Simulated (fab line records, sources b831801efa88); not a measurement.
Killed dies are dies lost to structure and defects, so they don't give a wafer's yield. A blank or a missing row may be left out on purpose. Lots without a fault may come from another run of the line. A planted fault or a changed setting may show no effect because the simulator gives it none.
fab line records | flow sky130
record lots=5 wafers=15 last_day=49
route steps=708 shown METAL1@454 VIA1@458
lots that met no fault: from a run of the same line without faults
start_h: hours from the record's first day to the start of the lot's first wafer shown | wait_h: hours since the lot's step before | " the same as in the row above | L1.1+2: a row that stands for several wafers | - no value, or no start given | * or withheld: withheld | < > ~ a bound
route shown NAME@n: a module of which the file shows steps, and the number in the route of the first | usual: mean/standard deviation of fault-free wafers | same: alike in all rows | chamber/n: place in a boat | sites: the reading at each site | _std_site: their standard deviation | _edge_site: outer sites' mean less inner sites' | radius_mm: how far each site lies from the wafer's centre | mask NAME#n: copy n | behind: the tool/chamber that last shaped the wafer | hold: why the lot was held/for how many hours/how that ended | device: the transistor (n, p or np) that didn't switch | end of line: the same wafers' tests at the end of the route | a step without rows: its recipe alone | killed: dies lost to structure and defects at the first sort, not the wafer's yield | map: a wafer's dies, x killed, . not, _ none there
set.NAME: the setting as run; set.NAME@STEP: as run at that earlier step | model.NAME: the simulator's own value behind a step, which no gauge read
lots at some steps of the route; a table a step, a row a wafer
services: from which hour (start_h, from the record's first day; less than 0 if before it) a tool's chamber was out of use, for how many hours, and why
## steps
# step SKY_METAL1_STRIP_20
# recipe chemistry=O2/N2 power_w=1400 pressure_mtorr=1500 platen_temp_c=withheld o2_flow_sccm=3000 n2_flow_sccm=300 overash_fraction=0.5
# usual drypump_motor_current_A=5.6/0.48 oes_product_au=0.343/0.0045 strip_time_to_endpoint_s=2.69/0.032
# columns lot.wafer tool chamber start_h wait_h drypump_motor_current_A oes_product_au rf_hours_counter_h strip_time_to_endpoint_s
L078.1 plasma_asher-04 1 797.28 0.1 5.1 0.344 94 2.75
L078.3 " 1 " " 5.1 0.345 - 2.72
L078.5 " 0 " " 5.2 0.336 - 2.73
L079.1 plasma_asher-03 0 799.63 0.1 6.5 0.342 6 2.66
L079.3 " 1 " " 5.9 0.341 - 2.73
L079.6 " 0 " " 6.5 0.345 - 2.70
L080.4 plasma_asher-03 0 814.76 0.1 6.5 0.344 - 2.68
L080.5 " 0 " " 6.5 0.345 - 2.71
L080.6 " 1 " " 5.9 0.342 - 2.71
L083.2 plasma_asher-04 1 833.79 0.1 5.1 0.341 98 2.66
L083.4 " 1 " " 5.1 0.338 - 2.70
L083.6 " 1 " " 5.1 0.341 - 2.71
L092.2 plasma_asher-04 1 906.34 0.1 5.1 0.346 105 2.71
L092.4 " 0 " " 5.2 0.334 - 2.69
L092.6 " 1 " " 5.1 0.348 - 2.67
# step SKY_METAL1_STRIP_21
# recipe chemistry=post_etch_residue_remover time_s=1200 temp_c=72.5
# usual bath_heat_duty_pct=14.7/1.3
# columns lot.wafer tool chamber start_h wait_h bath_heat_duty_pct
L078.1 wet_bench-04 1 797.38 0.1 13.4
L078.3 " 1 " " 13.7
L078.5 " 1 " " 14.6
L079.1 wet_bench-01 0 799.73 0.1 14.6
L079.3 " 0 " " 13.8
L079.6 " 0 " " 13.3
L080.4 wet_bench-01 2 814.83 0.0 14.0
L080.5 " 2 " " 14.7
L080.6 " 2 " " 15.2
L083.2 wet_bench-01 1 833.89 0.1 14.6
L083.4 " 1 " " 14.0
L083.6 " 1 " " 14.7
L092.2 wet_bench-02 3 906.44 0.1 18.2
L092.4 " 3 " " 17.6
L092.6 " 3 " " 16.8
# step SKY_METAL1_CLEAN_22
# recipe chemistry=IPA time_s=180 temp_c=25
# usual bath_heat_duty_pct=6.3/0.77
# columns lot.wafer tool chamber start_h wait_h bath_heat_duty_pct
L078.1 wet_bench-02 0 797.72 0.0 5.7
L078.3 " 0 " " 5.5
L078.5 " 0 " " 6.5
L079.1 wet_bench-04 1 800.07 0.0 5.8
L079.3 " 1 " " 4.8
L079.6 " 1 " " 5.8
L080.4 wet_bench-02 1 815.17 0.0 7.0
L080.5 " 1 " " 6.3
L080.6 " 1 " " 5.8
L083.2 wet_bench-04 0 834.27 0.0 6.8
L083.4 " 0 " " 7.1
L083.6 " 0 " " 7.6
L092.2 wet_bench-01 2 906.82 0.0 6.5
L092.4 " 2 " " 7.5
L092.6 " 2 " " 7.1
# step SKY_METAL1_CLEAN_23
# recipe chemistry=O3/DIW dry=n2_spin
# columns lot.wafer tool chamber start_h wait_h
L078.1+3+5 wet_bench-01 0 797.78 0.0
L079.1+3+6 wet_bench-02 2 800.13 0.0
L080.4+5+6 wet_bench-04 0 815.23 0.0
L083.2+4+6 wet_bench-02 3 834.32 0.0
L092.2+4+6 wet_bench-04 3 906.87 0.0
# step SKY_VIA1_HDPCVD_00
# recipe material=SiO2 target_thk_nm=1030 sigma_open_frac=0.3 time_s=171.7 temp_c=400 sih4_flow_sccm=60 pressure_mtorr=6
# usual susceptor_temp_C=399.99/0.23
# columns lot.wafer tool chamber start_h wait_h susceptor_temp_C
L078.1 hdpcvd-02 2 797.87 0.0 400.26
L078.3 " 2 " " 400.44
L078.5 " 2 " " 400.40
L079.1 hdpcvd-02 1 800.22 0.0 400.09
L079.3 " 1 " " 400.12
L079.6 " 1 " " 400.07
L080.4 hdpcvd-02 1 815.37 0.1 399.75
L080.5 " 0 " " 400.13
L080.6 " 2 " " 399.99
L083.2 hdpcvd-02 2 834.42 0.0 400.12
L083.4 " 1 " " 399.49
L083.6 " 0 " " 399.90
L092.2 hdpcvd-02 2 906.97 0.0 399.76
L092.4 " 1 " " 399.66
L092.6 " 2 " " 400.18
# step SKY_VIA1_THK_MEAS_01
# recipe reads=SiO2_of_VIA1_HDPCVD_00
# usual VIA1_HDPCVD_THK=1034/8.9
# columns lot.wafer tool chamber start_h wait_h VIA1_HDPCVD_THK[nm]
L078.1 film_metro-04 - 798.04 0.1 1044
L078.3 " - " " 1033
L078.5 " - " " 1033
L079.1 film_metro-02 - 800.39 0.1 1033
L079.3 " - " " 1046
L079.6 " - " " 1043
L080.4 film_metro-02 - 815.46 0.0 1042
L080.5 " - " " 1036
L080.6 " - " " 1038
L083.2 film_metro-04 - 834.54 0.1 1048
L083.4 " - " " 1050
L083.6 " - " " 1055
L092.2 film_metro-04 - 907.09 0.1 1036
L092.4 " - " " 1041
L092.6 " - " " 1041
# step SKY_VIA1_CMP_02
# recipe material=SiO2 down_force_psi=4 platen_rpm=60 pad_velocity_m_s=0.94248
# usual head_pressure_psi=4.001/0.0097 motor_current_A=11.8/1.1
# columns lot.wafer tool chamber start_h wait_h head_pressure_psi motor_current_A
L078.1 cmp-02 2 798.20 0.1 3.993 12.1
L078.3 " 3 " " 4.018 11.7
L078.5 " 0 " " 3.991 10.1
L079.3 cmp-02 1 800.55 0.1 4.000 12.5
L079.1 " 2 " " 4.005 12.2
L079.6 " 0 " " 4.020 10.8
L080.4 cmp-02 1 815.64 0.2 4.002 12.6
L080.5 " 2 " " 3.984 11.9
L080.6 " 3 " " 4.001 12.3
L083.2 cmp-01 0 834.64 0.1 4.001 11.3
L083.4 " 1 " " 3.993 10.9
L083.6 " 0 " " 3.995 11.2
L092.2 cmp-02 3 907.24 0.1 4.004 12.2
L092.4 " 0 " " 3.985 10.4
L092.6 " 1 " " 4.002 12.6
# step SKY_VIA1_BOW_MEAS_03
# recipe mode=bow
# usual VIA1_BOW=80/7.8
# columns lot.wafer tool chamber start_h wait_h VIA1_BOW[um]
L078.1 film_metro-02 - 798.40 0.1 85
L078.3 " - " " 77
L078.5 " - " " 84
L079.1 film_metro-02 - 800.75 0.1 92
L079.3 " - " " 81
L079.6 " - " " 85
L080.4 film_metro-03 - 815.85 0.2 77
L080.5 " - " " 86
L080.6 " - " " 85
L083.2 film_metro-04 - 834.91 0.2 69
L083.4 " - " " 86
L083.6 " - " " 83
L092.2 film_metro-03 - 907.46 0.2 87
L092.4 " - " " 73
L092.6 " - " " 75
# step SKY_VIA1_DEHYDRATE_04
# recipe temp_c=200 time_s=60
# columns lot.wafer tool chamber start_h wait_h
L078.1+3+5 litho_track-01 0 811.05 12.6
L079.1+3+6 litho_track-01 0 813.80 13.0
L080.4+5+6 litho_track-03 0 827.56 11.7
L083.2+4+6 litho_track-01 0 847.43 12.5
L092.2+4+6 litho_track-02 0 919.51 12.0
# step SKY_VIA1_HMDS_05
# recipe prime_time_s=60 prime_temp_c=120
# columns lot.wafer tool chamber start_h wait_h
L078.1+3+5 litho_track-01 0 811.20 0.1
L079.1+3+6 litho_track-01 0 813.95 0.1
L080.4+5+6 litho_track-03 0 827.71 0.1
L083.2+4+6 litho_track-01 0 847.58 0.1
L092.2+4+6 litho_track-02 0 919.66 0.1
# step SKY_VIA1_COAT_06
# recipe resist=BARC temp_c=withheld time_s=withheld spin_rpm=3000 resist_thk_nm=60
# usual spin_speed_rpm=3000.4/2
# columns lot.wafer tool chamber start_h wait_h spin_speed_rpm
L078.1 litho_track-01 0 811.35 0.1 2998.3
L078.3 " 0 " " 3001.2
L078.5 " 0 " " 2998.0
L079.1 litho_track-01 0 814.10 0.1 2999.0
L079.3 " 0 " " 3002.4
L079.6 " 0 " " 3002.5
L080.4 litho_track-03 0 827.86 0.1 3000.8
L080.5 " 0 " " 3003.3
L080.6 " 0 " " 3001.9
L083.2 litho_track-01 0 847.73 0.1 2999.0
L083.4 " 0 " " 2998.9
L083.6 " 0 " " 2997.9
L092.2 litho_track-02 0 919.81 0.1 2999.9
L092.4 " 0 " " 3000.4
L092.6 " 0 " " 2999.5
# step SKY_VIA1_COAT_07
# recipe resist=KrF-thick spin_rpm=3000 resist_thk_nm=450
# usual spin_speed_rpm=2999.7/1.9
# columns lot.wafer tool chamber start_h wait_h spin_speed_rpm
L078.1 litho_track-01 0 - - 2996.0
L078.3 " 0 " " 2997.1
L078.5 " 0 " " 2997.6
L079.1 litho_track-01 0 - - 3000.7
L079.3 " 0 " " 3002.6
L079.6 " 0 " " 2999.8
L080.4 litho_track-03 0 - - 3000.8
L080.5 " 0 " " 2997.5
L080.6 " 0 " " 3000.6
L083.2 litho_track-01 0 - - 3000.8
L083.4 " 0 " " 2996.6
L083.6 " 0 " " 2999.9
L092.2 litho_track-02 0 - - 2998.5
L092.4 " 0 " " 2998.4
L092.6 " 0 " " 2998.8
## services
# columns tool chamber start_h hours kind
cmp-02 - 778.22 2.4 repair
hdpcvd-02 0 787.72 21.1 repair
cmp-01 - 793.64 0.8 repair
cmp-02 - 812.36 0.7 repair
cmp-02 - 813.61 0.7 repair
cmp-02 - 818.84 4.5 repair
cmp-02 - 829.30 10.2 pm
cmp-02 - 840.83 2.5 repair
hdpcvd-02 1 849.22 19.8 repair
cmp-01 - 855.69 1.4 repair
plasma_asher-03 - 859.04 0.6 repair
cmp-02 - 863.40 0.8 repair
hdpcvd-02 - 881.68 1.6 repair
cmp-01 - 894.98 3.8 repair
cmp-02 - 909.80 1.5 repair
cmp-02 - 912.11 4.0 pm
cmp-02 - 916.11 - consumable_replace:conditioner
cmp-02 - 916.11 - consumable_replace:pad
## key
fault none
